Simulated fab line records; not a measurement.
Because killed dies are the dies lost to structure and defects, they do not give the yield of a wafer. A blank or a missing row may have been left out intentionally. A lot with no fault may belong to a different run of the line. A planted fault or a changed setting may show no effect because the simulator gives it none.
Struck lot and sound lot, side by side | flow sky130 | 30 out of 708 route steps
Sound: wafers L584.2, L584.4, L584.5. The struck wafers were L588.2, L588.4, L588.5. The cause is named last.
Order at every step that has rows: each side's tool, ch and its chambers, its first start. Under that, the readings that differ: sound wafers | struck wafers | difference of the means | sigmas: that difference in standard deviations of wafers without a fault.
alike: readings with means less than 2 such deviations apart, plus words and numbers identical on both sides. not compared: withheld readings, readings lacking a value on some wafer, bounds such as >300 that could conceal the same value, and numbers that have no deviation in the record and whose values overlap.
Wherever a step has rows on one side only, a row that says differs or no value, or a row with sigmas, the two part there. When numbers do not overlap yet have no deviation, they are printed without sigmas and do not part them. A reading missing from all wafers of one side parts the sides only when that side holds two or more wafers.

SKY_PWDE_STRIP_09: strips in O2/N2.
  sound on plasma_asher-03 ch 0,1, day 3 23:04; struck on plasma_asher-01 ch 0,1, day 4 19:28
  alike: drypump_motor_current_A, oes_product_au, strip_time_to_endpoint_s
  not compared: rf_hours_counter_h
SKY_PWDE_TW_MEAS_10:
  sound: film_metro-01 at day 3 23:10; struck: film_metro-03 at day 4 19:35
  reading | sound       | struck      | difference | sigmas
  PWDE_TW | 365 365 364 | 376 375 377 | +11        | +2
then, 7 steps without rows for these wafers: SKY_NWELL_DEHYDRATE_03 (time 60 s); SKY_NWELL_HMDS_04 (prime time 60 s); SKY_NWELL_COAT_05 (resist thk 3000 nm); SKY_NWELL_SOFTBAKE_06; SKY_NWELL_EXPOSE_07 (exposes mask NWM, target cd 840 nm); SKY_NWELL_PEB_08; SKY_NWELL_DEVELOP_09 (develop time 60 s).
SKY_NWELL_OVL_MEAS_10:
  sound: overlay-01 at day 4 14:47; struck: overlay-02 at day 5 13:32
  alike: NWELL_00_OVL
then, 2 steps without rows for these wafers: SKY_NWELL_IMPLANT_11; SKY_NWELL_IMPLANT_12.
SKY_NWELL_IMPLANT_13:
  sound on implanter-01 ch 0, day 4 15:09; struck on implanter-01 ch 0, day 5 13:54
  reading            | sound                        | struck                        | difference | sigmas
  dose_ions_cm2      | 6.994e+11 6.99e+11 7.004e+11 | 3.231e+11 3.239e+11 3.231e+11 | -3.762e+11 | -99 or more
  faraday_current_uA | 4.02 4.11 4.03               | 1.79 1.82 1.83                | -2.24      | -30
SKY_NWELL_STRIP_14: strips in O2/N2.
  sound on plasma_asher-04 ch 0,1, day 4 15:16; struck on plasma_asher-02 ch 0, day 5 14:01
  alike: drypump_motor_current_A, oes_product_au, strip_time_to_endpoint_s
  not compared: rf_hours_counter_h
SKY_NWELL_TW_MEAS_15:
  sound: film_metro-03 at day 4 15:23; struck: film_metro-01 at day 5 14:08
  alike: NWELL_TW
then, 7 steps without rows for these wafers: SKY_NWELL_DEHYDRATE_16 (time 60 s); SKY_NWELL_HMDS_17 (prime time 60 s); SKY_NWELL_COAT_18 (resist thk 3000 nm); SKY_NWELL_SOFTBAKE_19; SKY_NWELL_EXPOSE_20 (exposes mask NWM COMPLEMENT, target cd 840 nm); SKY_NWELL_PEB_21; SKY_NWELL_DEVELOP_22 (develop time 60 s).
SKY_NWELL_OVL_MEAS_23:
  sound: overlay-01 at day 5 09:11; struck: overlay-02 at day 6 07:41
  alike: NWELL_01_OVL
then, 1 step without rows for these wafers: SKY_NWELL_IMPLANT_24.
SKY_NWELL_STRIP_25: strips in O2/N2.
  sound on plasma_asher-02 ch 0,1, day 5 09:22; struck on plasma_asher-03 ch 0,1, day 6 07:52
  alike: drypump_motor_current_A, oes_product_au, strip_time_to_endpoint_s
  not compared: rf_hours_counter_h
SKY_NWELL_TW_MEAS_26:
  sound: film_metro-03 at day 5 09:29; struck: film_metro-01 at day 6 07:58
  reading    | sound       | struck      | difference | sigmas
  NWELL_2_TW | 499 499 499 | 483 485 482 | -16        | -2
then, 1 step without rows for these wafers: SKY_NWELL_CLEAN_27 (cleans in SC1/SC2, time 150 s).
SKY_NWELL_RTA_28: time 30 s.
  sound on rtp_anneal-01 ch 0, day 5 09:36; struck on rtp_anneal-02 ch 0, day 6 08:05
  alike: lamp_power_pct, wafer_temp_C_max
SKY_NWELL_RS_MEAS_29: measures by four-point-probe.
  sound: film_metro-04 at day 5 09:42; struck: film_metro-03 at day 6 08:11
  reading           | sound             | struck            | difference | sigmas
  NWELL_RS (ohm/sq) | 622.6 624.6 624.5 | 636.4 637.8 638.0 | +13.5      | +8
-- the record jumps here: 41 days lie between the struck wafers' starts before and after (it left off in module NWELL and takes up again in module PAD_OPEN, whose first step shown is number 708 of the route) --
SKY_PAD_OPEN_PROBE_99:
  sound: prober-01 at day 45 17:19; struck: prober-01 at day 46 22:27
  reading                                | sound                         | struck                        | difference | sigmas
  model.etest.nfet_16v.r_on_ohm_um       | 1.436e+04 1.443e+04 1.447e+04 | 1.496e+04 1.509e+04 1.501e+04 | +6.000e+02 |
  model.etest.pfet_g5v0d10v5.r_on_ohm_um | 4653 4679 4691                | 4578 4611 4582                | -84        |
  model.etest.tip_p.rs_ohm_sq            | 6821 6771 6767                | 6628 6580 6674                | -159       |
  model.etest.tip_p_5v.rs_ohm_sq         | 2822 2835 2818                | 2762 2777 2771                | -55        |
  model.etest.pfet_g5v0d10v5.drive_ua_um | 351.9 347.6 347.6             | 360.3 354.1 357.4             | +8.2       |
  model.etest.pfet_01v8_lvt.drive_ua_um  | 179.2 180.6 179.1             | 189.8 184.7 187.9             | +7.8       |
  alike: killed_at_M0_to_M3, killed_at_M4_up, killed_at_contacts, killed_at_front_end, killed_at_other, killed_dies, killed_on_rim, killed_open, killed_short
  not compared: model.etest.pfet_16v.drive_ua_um, model.etest.pfet_01v8.drive_ua_um

== WHERE THEY PART ==
First at SKY_PWDE_TW_MEAS_10; last, within this record, at SKY_NWELL_RS_MEAS_29. Later steps at which nothing parts them and some readings are alike: SKY_PAD_OPEN_PROBE_99.

WHY: what had been put in by the simulator
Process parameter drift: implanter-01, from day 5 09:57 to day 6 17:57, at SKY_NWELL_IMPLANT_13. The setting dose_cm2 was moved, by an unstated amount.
